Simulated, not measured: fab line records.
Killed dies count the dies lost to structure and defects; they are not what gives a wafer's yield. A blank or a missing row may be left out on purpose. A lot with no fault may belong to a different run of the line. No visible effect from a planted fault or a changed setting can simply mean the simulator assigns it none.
Chamber matching | flow sky130 | SKY_VIA2_CMP_24 on cmp-01 has 4 sister chambers
The step polishes, stops on SiO2, t overpolish 20 s, target thk 0 nm. 14 wafers are shown with their chamber, then 7 later ones without.

## WAFERS PAIRED WITH THEIR CHAMBERS
wafer  | chamber | motor-current-A (A) | time-to-endpoint-s (s) | overpolish-run-s (s)
L274.1 | 3       | 10.7                | 98                     | 20.031
L274.3 | 2       | 13.8                | 92                     | 20.004
L274.4 | 0       | 13.5                | 91                     | 20.010
L281.1 | 3       | 10.7                | 103                    | 19.999
L281.2 | 1       | 11.3                | 99                     | 20.004
L281.4 | 2       | 12.8                | 96                     | 20.008
L282.3 | 2       | 13.5                | 96                     | 19.985
L282.5 | 0       | 13.2                | 94                     | 20.005
L282.6 | 1       | 10.6                | 99                     | 19.982
L286.1 | 1       | 10.6                | 101                    | 19.998
L286.4 | 2       | 13.3                | 93                     | 19.997
L286.6 | 1       | 11.1                | 100                    | 20.006
L287.1 | 3       | 11.0                | 104                    | 20.016
L287.2 | 0       | 12.8                | 97                     | 19.995

SIGNATURES, as means of the wafers listed above
reading            | chamber 0 | chamber 1 | chamber 2 | chamber 3 | scatter within a chamber
motor-current-A    | 13.167    | 10.900    | 13.350    | 10.800    | 0.349
time-to-endpoint-s | 94.00     | 99.75     | 94.25     | 101.67    | 2.33
overpolish-run-s   | 20.00333  | 19.99750  | 19.99850  | 20.01533  | 0.0114
Rule: a wafer lies at a distance from a chamber equal to the root of the sum of squares, over the readings, of (its reading less the chamber's mean, divided by the reading's scatter). The wafer belongs to the nearest chamber; if the next one is less than 2 further off, it can't be placed. How the scatter is found: for the shown wafers, subtract from each reading the mean of its chamber, square and add these, divide the total by (wafers less chambers), then take the root.

## WAFERS WITHOUT THEIR CHAMBER
wafer  | motor-current-A (A) | time-to-endpoint-s (s) | overpolish-run-s (s)
L287.6 | 13.2                | 99                     | 19.993
L292.1 | 11.3                | 104                    | 20.006
L292.3 | 13.4                | 97                     | 20.006
L292.4 | 11.4                | 106                    | 20.001
L293.4 | 13.7                | 99                     | 20.014
L293.5 | 13.2                | 101                    | 20.007
L293.6 | 11.5                | 109                    | 20.013

## CHAMBER TAKEN BY EACH
wafer  | from the rows above     | in truth
L287.6 | can't be placed: 2 or 0 | 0
L292.1 | can't be placed: 3 or 1 | 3
L292.3 | can't be placed: 2 or 0 | 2
L292.4 | can't be placed: 3 or 1 | 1
L293.4 | can't be placed: 2 or 0 | 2
L293.5 | can't be placed: 2 or 0 | 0
L293.6 | can't be placed: 3 or 1 | 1
Correct placement for 0 of the 7. Unplaceable from these rows: 7, with the true chamber sitting among the candidates in 7. Number placed wrongly: 0.
